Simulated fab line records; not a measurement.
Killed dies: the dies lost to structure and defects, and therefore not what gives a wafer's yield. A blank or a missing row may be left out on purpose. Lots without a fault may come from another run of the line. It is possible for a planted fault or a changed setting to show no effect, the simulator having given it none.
8D (eight disciplines) problem report, filled in by code | flow gf180mcu | the parts of the form that need people (team, actions taken, sign-off) are left out

1. THE PROBLEM
At GF_HV_LDD_IMPLANT_34, dose ions cm2 averages 8.235e+12 over 6 wafers from 2 lots, while fault-free wafers read 7.499e+12, standard deviation 8.4e+09. Measured from the usual mean, that is +88 standard deviations.
First seen on wafer L515.2, day 13 04:16, on implanter-04. Wafers with a number at this step in the record: 18, from 6 lots. By rule, "out" or "out of limits" means more than 4 standard deviations away from the usual mean. All remaining wafers that have a number are taken as sound.

2. WHAT IT IS, AND WHAT IT ISN'T
question                    | is                     | is not
which readings at this step | dose ions cm2          | -
which lots                  | L515, L516             | L511, L518, L531, L533
which wafers of those lots  | all that have a number | -
read on which tools         | implanter-04           | implanter-01, implanter-03
when                        | from day 13 04:16      | up to then (3 sound wafers); but 9 sound wafers of L518, L531, L533 came after

3. SUSPECTS, AND WHAT RULES EACH OUT
Counting: a tool stays on the suspect list if, at a process step up to the reading, it processed all lots that are out and no sound lot following the first of them.
- implanter-04 at GF_HV_LDD_IMPLANT_34: ruled out as a lasting fault. Following L515 (day 13 04:16), the first lot on it that is out, the sound lots L533 were run on it.
Left after counting: nothing in the record.

4. THE CAUSE (what the simulator had put in)
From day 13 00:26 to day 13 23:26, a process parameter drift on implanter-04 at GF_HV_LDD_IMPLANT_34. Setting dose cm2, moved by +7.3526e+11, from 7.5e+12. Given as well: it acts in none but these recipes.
Counting ruled it out, wrongly.

5. THE CHAIN OF EFFECTS, in route order
One row per reading whose mean, taken over the struck wafers that have a number, lies over 3 standard deviations from the usual. Readings are gone through only where the record gives a usual standard deviation; hours: the median, over the lots, of the time from a lot's start at the first step in this table giving one to that lot's start at this step; sigmas: the change measured in usual standard deviations.
hours | step                 | reading            | usual     | on struck wafers | change     | sigmas
0     | GF_HV_LDD_IMPLANT_34 | dose ions cm2      | 7.499e+12 | 8.235e+12        | +7.363e+11 | +88
0     | GF_HV_LDD_IMPLANT_34 | faraday current uA | 42.3      | 46.5             | +4.2       | +4.9
Its process steps:
- GF_HV_LDD_IMPLANT_34

6. WHAT WOULD HAVE CAUGHT IT SOONER
The fault began at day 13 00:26; the first out-of-limits reading in this record came at day 13 04:16, 4 hours later.
